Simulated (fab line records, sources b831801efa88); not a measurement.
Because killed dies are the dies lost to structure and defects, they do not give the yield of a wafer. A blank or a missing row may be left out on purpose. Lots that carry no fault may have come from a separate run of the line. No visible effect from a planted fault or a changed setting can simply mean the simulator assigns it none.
Shared-tool check + flow gf180mcu + Sampled: 14 lots, 54 wafers

== REASON FOR OPENING ==
At GF_MVPSD_TW_MEAS_11 the reading MVPSD_TW is flagged on 4 of 14 lots. Wafers without a fault read 554, standard deviation 3.
Rule: flag the lot when none of its wafers has a number, or when each of its wafers that has one lies beyond 4 standard deviations from that mean. The other lots count as sound.

| lot  | measured     | on            | MVPSD_TW, wafer by wafer | flag    |
|------|--------------|---------------|--------------------------|---------|
| L207 | day 5 08:31  | film_metro-04 | 549 544 550              |         |
| L208 | day 5 12:29  | film_metro-01 | 557 553 553              |         |
| L212 | day 6 11:58  | film_metro-01 | 561 558 558              |         |
| L213 | day 7 01:55  | film_metro-04 | 556 556 553              |         |
| L214 | day 7 06:27  | film_metro-03 | 557 556 555              |         |
| L215 | day 7 09:11  | film_metro-04 | 554 553 557              |         |
| L216 | day 7 13:42  | film_metro-01 | 600 601 601 603 603 602  | FLAGGED |
| L217 | day 7 19:23  | film_metro-03 | 606 603 604 603 605 604  | FLAGGED |
| L218 | day 8 05:19  | film_metro-03 | 606 604 602 603 604 608  | FLAGGED |
| L219 | day 8 09:28  | film_metro-01 | 596 598 601 598 599 600  | FLAGGED |
| L224 | day 9 17:40  | film_metro-01 | 550 549 551              |         |
| L226 | day 10 02:58 | film_metro-04 | 550 551 554              |         |
| L227 | day 10 08:20 | film_metro-03 | 558 555 557              |         |
| L229 | day 10 21:13 | film_metro-01 | 554 552 550              |         |
The mean of the flagged lots' numbers is 602, +48 from the usual (+16 standard deviations).

== LOT BY LOT: THE TOOL USED ==
The record keeps 1 process step preceding the reading, out of 602 steps on the route. In each cell: the tool, then ch and the chambers that the sampled wafers went through, then the start.
| lot  | flag    | GF_MVPSD_IMPLANT_08             |
|------|---------|---------------------------------|
| L207 |         | implanter-02 ch 0, day 5 08:07  |
| L208 |         | implanter-04 ch 0, day 5 12:05  |
| L212 |         | implanter-02 ch 0, day 6 11:34  |
| L213 |         | implanter-02 ch 0, day 7 01:31  |
| L214 |         | implanter-04 ch 0, day 7 06:06  |
| L215 |         | implanter-04 ch 0, day 7 08:50  |
| L216 | FLAGGED | implanter-02 ch 0, day 7 13:20  |
| L217 | FLAGGED | implanter-02 ch 0, day 7 19:01  |
| L218 | FLAGGED | implanter-02 ch 0, day 8 04:55  |
| L219 | FLAGGED | implanter-02 ch 0, day 8 09:04  |
| L224 |         | implanter-03 ch 0, day 9 17:16  |
| L226 |         | implanter-03 ch 0, day 10 02:34 |
| L227 |         | implanter-04 ch 0, day 10 07:56 |
| L229 |         | implanter-04 ch 0, day 10 20:50 |
What is done by these steps:
- GF_MVPSD_IMPLANT_08
- GF_MVPSD_TW_MEAS_11

== FLAGGED OVER TOTAL, TOOL BY TOOL (the gauges that took the reading come last) ==
| step                | tool          | lots run | flagged | share of the flagged lots | sound lots run after its first flagged lot |
|---------------------|---------------|----------|---------|---------------------------|--------------------------------------------|
| GF_MVPSD_IMPLANT_08 | implanter-02  | 7        | 4       | all                       | 0                                          |
| GF_MVPSD_IMPLANT_08 | implanter-03  | 2        | 0       | none                      | -                                          |
| GF_MVPSD_IMPLANT_08 | implanter-04  | 5        | 0       | none                      | -                                          |
| GF_MVPSD_TW_MEAS_11 | film_metro-01 | 6        | 2       | some                      | 2 (L224,L229)                              |
| GF_MVPSD_TW_MEAS_11 | film_metro-03 | 4        | 2       | some                      | 1 (L227)                                   |
| GF_MVPSD_TW_MEAS_11 | film_metro-04 | 4        | 0       | none                      | -                                          |

== WHAT IS ALLOWED BY THE TABLE ==
1 row of the table ran every flagged lot: implanter-02 at GF_MVPSD_IMPLANT_08.
- implanter-02 at GF_MVPSD_IMPLANT_08: 4 of its 7 lots flagged. Last sound lot L213 at day 7 01:31, first flagged lot L216 at day 7 13:20; a fault beginning in between fits. Its own readings (dose_ions_cm2, faraday_current_uA) fall more than 4 standard deviations out on all wafers of the flagged lots.
What remains is a single tool, implanter-02 at GF_MVPSD_IMPLANT_08.

== WHAT THE SIMULATOR HAD INSERTED ==
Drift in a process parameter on implanter-02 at GF_MVPSD_IMPLANT_08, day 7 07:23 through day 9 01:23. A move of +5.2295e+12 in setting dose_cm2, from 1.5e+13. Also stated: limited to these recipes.
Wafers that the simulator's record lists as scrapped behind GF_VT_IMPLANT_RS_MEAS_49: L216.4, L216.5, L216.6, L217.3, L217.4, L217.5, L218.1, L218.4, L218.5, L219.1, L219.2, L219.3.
Lots struck among those shown: L216, L217, L218, L219. The same result came from the rule above.
